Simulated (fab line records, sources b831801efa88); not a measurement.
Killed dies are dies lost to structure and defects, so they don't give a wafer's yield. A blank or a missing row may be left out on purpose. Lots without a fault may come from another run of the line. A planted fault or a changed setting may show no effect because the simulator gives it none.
Which tool did it? | flow gf180mcu | 14 lots, 42 wafers sampled, at 7 steps of a route of 602

WHAT THE GAUGES READ, wafer by wafer
GF_VT_IMPLANT_RS_MEAS_47: measures by four-point-probe. Usual: NWELL_RS 488.1 ohm/sq, standard deviation 1.2.
lot  | measured     | on            | NWELL_RS (ohm/sq) | flag
L900 | day 7 14:35  | film_metro-04 | 486.8 488.7 489.0 |
L901 | day 7 19:50  | film_metro-04 | 487.5 486.8 487.6 |
L902 | day 8 00:11  | film_metro-03 | 486.2 486.8 487.2 |
L904 | day 8 12:42  | film_metro-04 | 487.7 488.2 485.9 |
L908 | day 9 19:50  | film_metro-03 | 487.9 487.9 489.1 |
L909 | day 10 05:53 | film_metro-04 | 489.4 487.2 490.1 |
L911 | day 10 20:38 | film_metro-03 | 487.0 488.6 488.1 |
L915 | day 11 20:02 | film_metro-04 | 489.4 488.1 489.5 |
L916 | day 12 10:17 | film_metro-04 | 489.5 491.0 491.6 |
L918 | day 12 14:25 | film_metro-04 | 487.7 488.2 487.1 |
L919 | day 12 20:38 | film_metro-03 | 487.3 489.3 487.3 |
L920 | day 13 04:22 | film_metro-04 | 487.6 489.0 487.9 |
L921 | day 13 12:29 | film_metro-01 | 486.6 487.2 487.6 |
L922 | day 13 19:59 | film_metro-03 | 485.9 486.9 487.2 |

GF_DUAL_GATE_OVL_MEAS_11. Usual: DUAL_GATE_OVL 0.1 nm, standard deviation 1.4.
lot  | measured     | on         | DUAL_GATE_OVL (nm) | flag
L900 | day 8 08:19  | overlay-01 | -0.6 1.9 0.8       |
L901 | day 8 15:18  | overlay-01 | 1.5 2.0 0.3        |
L902 | day 8 18:24  | overlay-02 | -0.6 0.6 -1.3      |
L904 | day 9 08:01  | overlay-01 | 1.6 2.5 0.6        |
L908 | day 10 14:48 | overlay-01 | 1.6 1.4 -1.7       |
L909 | day 11 03:31 | overlay-01 | 2.0 1.3 1.8        |
L911 | day 11 17:07 | overlay-02 | 1.1 -1.2 -2.2      |
L915 | day 12 18:33 | overlay-02 | 1.8 1.5 0.8        |
L916 | day 13 07:58 | overlay-02 | 0.8 0.5 1.5        |
L918 | day 13 12:00 | overlay-02 | -0.7 -1.3 1.4      |
L919 | day 13 18:30 | overlay-02 | -2.0 -1.4 -1.4     |
L920 | day 14 03:06 | overlay-02 | -0.5 0.2 -1.2      |
L921 | day 14 12:45 | overlay-02 | -0.6 1.4 0.6       |
L922 | day 14 19:16 | overlay-01 | -1.1 0.9 -0.3      |

GF_POLY_GATE_CD_MEAS_18. Usual: cd_nm 279.8 nm, standard deviation 2.
lot  | measured     | on        | cd_nm (nm)        | flag
L900 | day 9 07:30  | cd_sem-02 | 281.8 284.5 280.6 |
L901 | day 9 12:53  | cd_sem-01 | 282.0 281.7 279.5 |
L902 | day 9 17:26  | cd_sem-01 | 280.2 278.1 276.3 |
L904 | day 10 08:05 | cd_sem-01 | 281.4 281.4 282.5 |
L908 | day 11 14:34 | cd_sem-01 | - - -             | OFF
L909 | day 12 04:10 | cd_sem-01 | - - -             | OFF
L911 | day 12 17:44 | cd_sem-02 | 279.7 279.6 280.6 |
L915 | day 13 21:46 | cd_sem-01 | 280.5 279.4 278.5 |
L916 | day 14 12:08 | cd_sem-02 | 275.7 278.5 275.8 |
L918 | day 14 16:12 | cd_sem-01 | 278.2 278.8 279.2 |
L919 | day 15 01:49 | cd_sem-02 | 280.1 277.5 276.3 |
L920 | day 15 12:52 | cd_sem-02 | 281.7 282.2 280.1 |
L921 | day 15 21:02 | cd_sem-02 | 280.0 283.6 284.1 |
L922 | day 16 06:45 | cd_sem-02 | 279.8 279.6 278.5 |

WHICH TOOL RAN EACH LOT (tool, then ch and the chambers of the sampled wafers, then the start)
lot  | GF_DUAL_GATE_STRIP_13                | GF_POLY_GATE_ETCH_12               | GF_POLY_GATE_ETCH_13             | GF_POLY_GATE_STRIP_14
L900 | plasma_asher-02 ch 0,1, day 8 08:26  | rie_diel-04 ch 0,2,3, day 9 04:37  | rie_si-02 ch 0,1,2, day 9 04:40  | plasma_asher-01 ch 0,1, day 9 04:43
L901 | plasma_asher-02 ch 0,1, day 8 15:25  | rie_diel-01 ch 0,2,3, day 9 11:19  | rie_si-02 ch 1,2, day 9 11:22    | plasma_asher-01 ch 0,1, day 9 11:25
L902 | plasma_asher-01 ch 0,1, day 8 18:31  | rie_diel-03 ch 0,1,3, day 9 15:52  | rie_si-02 ch 1,2,3, day 9 15:55  | plasma_asher-01 ch 0,1, day 9 15:58
L904 | plasma_asher-01 ch 0,1, day 9 08:07  | rie_diel-03 ch 0,3, day 10 06:03   | rie_si-01 ch 0,2, day 10 06:06   | plasma_asher-04 ch 0,1, day 10 06:09
L908 | plasma_asher-02 ch 0,1, day 10 14:55 | rie_diel-03 ch 1,2,3, day 11 13:01 | rie_si-01 ch 0,1,3, day 11 13:04 | plasma_asher-03 ch 0,1, day 11 13:07
L909 | plasma_asher-01 ch 0,1, day 11 03:39 | rie_diel-03 ch 1,2, day 12 02:31   | rie_si-02 ch 0,2,3, day 12 02:35 | plasma_asher-03 ch 0,1, day 12 02:39
L911 | plasma_asher-01 ch 0,1, day 11 17:13 | rie_diel-01 ch 1,3, day 12 15:37   | rie_si-01 ch 0,1,2, day 12 15:40 | plasma_asher-03 ch 0,1, day 12 15:43
L915 | plasma_asher-03 ch 0,1, day 12 18:40 | rie_diel-03 ch 0,2, day 13 19:37   | rie_si-02 ch 1,2,3, day 13 19:40 | plasma_asher-03 ch 0,1, day 13 19:43
L916 | plasma_asher-01 ch 0,1, day 13 08:07 | rie_diel-03 ch 0,1, day 14 09:43   | rie_si-01 ch 1,2,3, day 14 09:47 | plasma_asher-01 ch 0,1, day 14 09:52
L918 | plasma_asher-03 ch 0,1, day 13 12:07 | rie_diel-01 ch 0,2,3, day 14 13:43 | rie_si-01 ch 1,2,3, day 14 13:46 | plasma_asher-01 ch 0,1, day 14 13:49
L919 | plasma_asher-01 ch 0,1, day 13 18:42 | rie_diel-01 ch 0,2,3, day 14 20:43 | rie_si-01 ch 1,2,3, day 14 20:46 | plasma_asher-01 ch 0,1, day 14 20:49
L920 | plasma_asher-01 ch 0,1, day 14 03:18 | rie_diel-03 ch 2,3, day 15 05:37   | rie_si-02 ch 0,3, day 15 05:40   | plasma_asher-03 ch 0,1, day 15 05:43
L921 | plasma_asher-02 ch 0,1, day 14 12:52 | rie_diel-01 ch 2,3, day 15 13:56   | rie_si-02 ch 0,2, day 15 13:59   | plasma_asher-04 ch 0,1, day 15 14:02
L922 | plasma_asher-01 ch 0,1, day 14 19:23 | rie_diel-04 ch 0,1,3, day 15 20:33 | rie_si-01 ch 0,1,3, day 15 20:36 | plasma_asher-03 ch 0,1, day 15 20:39
- GF_DUAL_GATE_STRIP_13: strips in O2/N2.
- GF_POLY_GATE_ETCH_12: etches BARC in N2/H2.
- GF_POLY_GATE_ETCH_13: etches poly-Si in HBr/Cl2, stops on SiO2, target depth 198.5 nm, time 69.6 s.
- GF_POLY_GATE_STRIP_14: strips in O2/N2.

WHAT THE TOOLS THEMSELVES READ (means of the sampled wafers that have a number; where no wafer has one, the mark that the record gives instead)
GF_DUAL_GATE_STRIP_13. Usual: drypump_motor_current_A 5.5 A, standard deviation 0.37; heater_power_w 309 W, standard deviation 45; oes_product_au 0.716 a.u., standard deviation 0.0044; strip_time_to_endpoint_s 12.62 s, standard deviation 0.033.
lot  | tool            | drypump_motor_current_A (A) | heater_power_w (W) | oes_product_au (a.u.) | strip_time_to_endpoint_s (s) | flag
L900 | plasma_asher-02 | 5.2                         | 269                | 0.717                 | 12.69                        |
L901 | plasma_asher-02 | 5.4                         | 274                | 0.716                 | 12.61                        |
L902 | plasma_asher-01 | 5.8                         | 321                | 0.716                 | 12.64                        |
L904 | plasma_asher-01 | 5.5                         | 349                | 0.715                 | 12.59                        |
L908 | plasma_asher-02 | 5.4                         | 271                | 0.714                 | 12.57                        |
L909 | plasma_asher-01 | 5.8                         | 316                | 0.715                 | 12.63                        |
L911 | plasma_asher-01 | 5.8                         | 320                | 0.719                 | 12.59                        |
L915 | plasma_asher-03 | 5.4                         | 341                | 0.721                 | 12.59                        |
L916 | plasma_asher-01 | 5.8                         | 319                | 0.715                 | 12.63                        |
L918 | plasma_asher-03 | 5.4                         | 340                | 0.712                 | 12.63                        |
L919 | plasma_asher-01 | 5.5                         | 352                | 0.714                 | 12.60                        |
L920 | plasma_asher-01 | 5.8                         | 314                | 0.717                 | 12.66                        |
L921 | plasma_asher-02 | 5.4                         | 268                | 0.714                 | 12.63                        |
L922 | plasma_asher-01 | 5.8                         | 320                | 0.720                 | 12.63                        |

GF_POLY_GATE_ETCH_12. Usual: bias_w 100.0 W, standard deviation 0.31; chamber_pressure_mTorr 29.997 mTorr, standard deviation 0.027; drypump_motor_current_A 5.7 A, standard deviation 0.44; oes_product_au 0.736 a.u., standard deviation 0.0044; throttle_valve_pct 13.214 %, standard deviation 0.0096.
lot  | tool        | bias_w (W) | chamber_pressure_mTorr (mTorr) | drypump_motor_current_A (A) | oes_product_au (a.u.) | throttle_valve_pct (%) | flag
L900 | rie_diel-04 | 99.7       | 29.995                         | 5.6                         | 0.737                 | 13.213                 |
L901 | rie_diel-01 | 100.1      | 29.999                         | 6.2                         | 0.737                 | 13.216                 |
L902 | rie_diel-03 | 100.0      | 30.012                         | 5.3                         | 0.734                 | 13.218                 |
L904 | rie_diel-03 | 100.1      | 29.991                         | 5.3                         | 0.739                 | 13.213                 |
L908 | rie_diel-03 | -          | -                              | -                           | -                     | -                      | OFF
L909 | rie_diel-03 | -          | -                              | -                           | -                     | -                      | OFF
L911 | rie_diel-01 | 99.7       | 29.995                         | 6.3                         | 0.731                 | 13.215                 |
L915 | rie_diel-03 | 100.1      | 30.001                         | 5.3                         | 0.737                 | 13.203                 |
L916 | rie_diel-03 | 99.7       | 29.975                         | 5.2                         | 0.737                 | 13.206                 |
L918 | rie_diel-01 | 100.0      | 29.973                         | 6.2                         | 0.735                 | 13.205                 |
L919 | rie_diel-01 | 99.8       | 29.995                         | 6.2                         | 0.737                 | 13.221                 |
L920 | rie_diel-03 | 99.8       | 29.969                         | 5.4                         | 0.736                 | 13.220                 |
L921 | rie_diel-01 | 99.8       | 29.992                         | 6.3                         | 0.732                 | 13.212                 |
L922 | rie_diel-04 | 100.1      | 29.977                         | 5.5                         | 0.739                 | 13.225                 |

GF_POLY_GATE_ETCH_13. Usual: HBr_flow_sccm 150.0 sccm, standard deviation 0.39; bias_w 100.0 W, standard deviation 0.31; drypump_motor_current_A 5.9 A, standard deviation 0.54; oes_product_au 0.991 a.u., standard deviation 0.0086; throttle_valve_pct 33.686 %, standard deviation 0.009.
lot  | tool      | HBr_flow_sccm (sccm) | bias_w (W) | drypump_motor_current_A (A) | oes_product_au (a.u.) | throttle_valve_pct (%) | flag
L900 | rie_si-02 | 149.7                | 99.9       | 6.1                         | 0.990                 | 33.687                 |
L901 | rie_si-02 | 149.8                | 100.3      | 6.4                         | 0.982                 | 33.686                 |
L902 | rie_si-02 | 150.0                | 99.9       | 6.0                         | 0.986                 | 33.683                 |
L904 | rie_si-01 | 149.9                | 100.2      | 5.7                         | 0.997                 | 33.681                 |
L908 | rie_si-01 | 150.2                | 100.3      | 5.6                         | 0.272                 | 33.680                 | OFF
L909 | rie_si-02 | 150.0                | 99.8       | 5.6                         | 0.271                 | 33.684                 | OFF
L911 | rie_si-01 | 150.1                | 100.0      | 5.6                         | 0.997                 | 33.681                 |
L915 | rie_si-02 | 149.7                | 100.3      | 6.0                         | 0.993                 | 33.692                 |
L916 | rie_si-01 | 149.7                | 99.8       | 5.8                         | 0.998                 | 33.694                 |
L918 | rie_si-01 | 150.0                | 100.0      | 5.8                         | 0.997                 | 33.688                 |
L919 | rie_si-01 | 149.8                | 100.0      | 5.7                         | 1.001                 | 33.690                 |
L920 | rie_si-02 | 150.1                | 99.8       | 5.2                         | 0.979                 | 33.679                 |
L921 | rie_si-02 | 150.2                | 100.0      | 5.8                         | 0.987                 | 33.697                 |
L922 | rie_si-01 | 150.1                | 99.7       | 5.6                         | 0.990                 | 33.682                 |

GF_POLY_GATE_STRIP_14. Usual: drypump_motor_current_A 5.6 A, standard deviation 0.31; heater_power_w 335 W, standard deviation 33; oes_product_au 0.506 a.u., standard deviation 0.0048.
lot  | tool            | drypump_motor_current_A (A) | heater_power_w (W) | oes_product_au (a.u.) | flag
L900 | plasma_asher-01 | 5.8                         | 318                | 0.501                 |
L901 | plasma_asher-01 | 5.8                         | 320                | 0.500                 |
L902 | plasma_asher-01 | 5.8                         | 317                | 0.507                 |
L904 | plasma_asher-04 | 5.9                         | 343                | 0.505                 |
L908 | plasma_asher-03 | 5.3                         | 339                | 0.527                 | OFF
L909 | plasma_asher-03 | 5.4                         | 342                | 0.530                 | OFF
L911 | plasma_asher-03 | 5.3                         | 345                | 0.503                 |
L915 | plasma_asher-03 | 5.4                         | 345                | 0.502                 |
L916 | plasma_asher-01 | 5.6                         | 347                | 0.512                 |
L918 | plasma_asher-01 | 5.6                         | 345                | 0.504                 |
L919 | plasma_asher-01 | 5.6                         | 342                | 0.508                 |
L920 | plasma_asher-03 | 5.3                         | 341                | 0.506                 |
L921 | plasma_asher-04 | 5.9                         | 320                | 0.503                 |
L922 | plasma_asher-03 | 5.3                         | 344                | 0.504                 |

THE ANSWER, worked out from the rows above alone
Rule: a lot is off if the mean of its wafers that have a number lies more than 3 standard deviations from the usual mean. A lot without any number at a reading at which 4 lots or more have one is off too. The other lots that the step has rows for count as sound. The gauges are gone through in route order, then the tools' own readings, and for those a lot's mean is taken as printed above. The first step at which some lot is off is used, and at that step the reading that is off furthest; a lot without a number counts as furthest.
Off: L908, L909, at GF_POLY_GATE_CD_MEAS_18 (cd_nm). Without a number there: L908, L909.
A tool fits if, at a process step before that reading, it ran every lot that is off, and no sound lot after the first of them. The gauges at GF_POLY_GATE_CD_MEAS_18 aren't tried: what is off there is off at GF_POLY_GATE_ETCH_12 too, on other tools, and a gauge's error can't cause that. None of those tried fits.

WHAT THE SIMULATOR HAD PUT IN
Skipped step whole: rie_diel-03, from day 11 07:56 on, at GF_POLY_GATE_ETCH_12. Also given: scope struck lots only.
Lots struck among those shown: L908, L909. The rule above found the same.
